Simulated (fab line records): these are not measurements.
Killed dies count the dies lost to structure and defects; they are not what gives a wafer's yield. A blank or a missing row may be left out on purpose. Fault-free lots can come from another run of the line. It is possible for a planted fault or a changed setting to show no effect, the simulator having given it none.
One fault through the eyes of 2 desks -- flow sky130 -- every desk sees just its own numbers, and what lay behind them comes last

== AT THE TOOL OWNER'S DESK: implanter-01 ==
The tool's own readings at SKY_RES_XHIGH_IMPLANT_07: means of the sampled wafers that have a number, for each lot that ran on this tool. If a lot's mean is further than 4 standard deviations from the usual mean, the lot is out of limits and carries the mark OUT (the distance appears in the brackets).
Columns: A = beam_on_s at SKY_RES_XHIGH_IMPLANT_07, usual 39.9 s; B = dose_ions_cm2 at SKY_RES_XHIGH_IMPLANT_07, usual 3.6e+14
lot,first seen here,A,B
L123,day 28 15:59,39.5,3.6e+14
L125,day 29 17:14,39.6,3.6e+14
L127,day 29 23:35,36.2 (-4.7) OUT,3.3e+14 (-87) OUT
L128,day 30 05:45,35.7 (-5.2) OUT,3.3e+14 (-87) OUT
L129,day 30 15:56,36.3 (-4.5) OUT,3.3e+14 (-87) OUT
L138,day 33 12:23,39.3,3.6e+14
L139,day 34 00:15,39.7,3.6e+14
L141,day 34 21:47,40.4,3.6e+14
Finding of this desk: L127, L128, L129 out of limits; the first was L127 at day 29 23:35, on beam_on_s at SKY_RES_XHIGH_IMPLANT_07. L123, L125, L138, L139, L141 stayed within limits.

== FROM THE METROLOGY DESK ==
Means of the sampled wafers that have a number, per lot and without regard to the tool the lot ran on: this is what the gauges read. If a lot's mean is further than 4 standard deviations from the usual mean, the lot is out of limits and carries the mark OUT (the distance appears in the brackets).
Columns: A = RES_XHIGH_TW at SKY_RES_XHIGH_TW_MEAS_09, usual 1634; B = RES_XHIGH_RS at SKY_SD_N_RS_MEAS_18, usual 332.9 ohm/sq; C = LI_CONTACT_W_RS at SKY_LI_CONTACT_RS_MEAS_22, usual 0.285 ohm/sq
lot,first seen here,A,B,C
L120,day 27 18:38,1624,332.0,0.285
L121,day 28 02:09,1642,330.9,0.285
L122,day 28 03:57,1624,333.7,0.285
L123,day 28 16:14,1625,331.9,0.286
L124,day 29 05:12,1652,332.1,0.288
L125,day 29 17:29,1639,333.3,0.287
L127,day 29 23:49,1598,357.8 (+21) OUT,0.293
L128,day 30 06:00,1594,356.3 (+19) OUT,0.283
L129,day 30 16:11,1587 (-4.2) OUT,355.1 (+19) OUT,0.285
L136,day 32 18:52,1638,335.7,0.286
L137,day 33 05:25,1617,334.4,0.281
L138,day 33 12:38,1639,333.4,0.283
L139,day 34 00:30,1636,333.6,0.280
L140,day 34 14:24,1637,333.4,0.281
L141,day 34 22:01,1635,332.6,0.282
This desk reports L127, L128, L129 out of limits; the earliest was L129 at day 30 16:11 (RES_XHIGH_TW at SKY_RES_XHIGH_TW_MEAS_09). L120, L121, L122, L123, L124, L125, L136, L137, L138, L139, L140, L141 stayed within limits.

== TAKEN TOGETHER ==
An alarm could have come from the tool owner's desk at day 29 23:35, on L127, L128, L129.
At day 30 16:11 the metrology desk could have sounded an alarm, on L127, L128, L129.
All the named lots went through SKY_RES_XHIGH_IMPLANT_07 on implanter-01.

== WHAT THE SIMULATOR PUT IN ==
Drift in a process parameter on implanter-01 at SKY_RES_XHIGH_IMPLANT_07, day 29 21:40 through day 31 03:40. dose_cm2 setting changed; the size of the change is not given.
Struck lots among those shown: L127, L128, L129.
Fault start to first reading out of limits, in hours, per desk: tool owner, 2; metrology, 19.
